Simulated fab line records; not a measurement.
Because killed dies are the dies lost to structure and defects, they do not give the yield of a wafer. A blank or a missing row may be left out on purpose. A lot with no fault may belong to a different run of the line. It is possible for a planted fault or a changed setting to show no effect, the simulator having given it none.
Chamber matching ; flow sfq_line ; 4 sister chambers for SFQ_TRILAYER_I4_CMP_CMP_100 on cmp-02
The step polishes SiO2. 4 wafers are shown with their chamber, then 9 later ones without.

## WAFERS WITH THEIR CHAMBER
wafer;chamber;motor_current_A (A)
L609.4;0;10.0
L609.5;1;10.1
L610.3;2;10.7
L610.6;3;7.5

## WAFERS WITHOUT THEIR CHAMBER
wafer;motor_current_A (A)
L611.2;10.0
L611.4;9.8
L611.6;8.3
L616.2;8.3
L616.5;8.5
L616.6;9.7
L617.3;9.0
L617.5;10.2
L617.6;8.1

## WHICH CHAMBER EACH WENT THROUGH
wafer;from the rows above;in truth
L611.2;can't be placed: 0 or 1 or 2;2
L611.4;can't be placed: 0 or 1 or 2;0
L611.6;can't be placed: 3 or 0 or 1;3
L616.2;can't be placed: 3 or 0 or 1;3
L616.5;can't be placed: 3 or 0 or 1 or 2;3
L616.6;can't be placed: 0 or 1 or 2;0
L617.3;can't be placed: 0 or 1 or 3 or 2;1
L617.5;can't be placed: 1 or 0 or 2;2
L617.6;3;3
Correct placement for 1 of the 9. Not placeable from these rows: 8 (in 8, the candidates include the true chamber). Placed wrongly: 0.
How it was worked out, from the rows above alone: a wafer's distance from a chamber is the root of the sum, over the readings, of the square of ((its reading less the chamber's mean) divided by the reading's scatter). The wafer belongs to the nearest chamber; if the next one is less than 2 further off, it can't be placed. For every chamber, the mean is computed from those of its wafers that are shown. The scatter (one wafer shown for each chamber): square how far every hidden wafer sits from the nearest shown wafer, average those squares and take the square root.
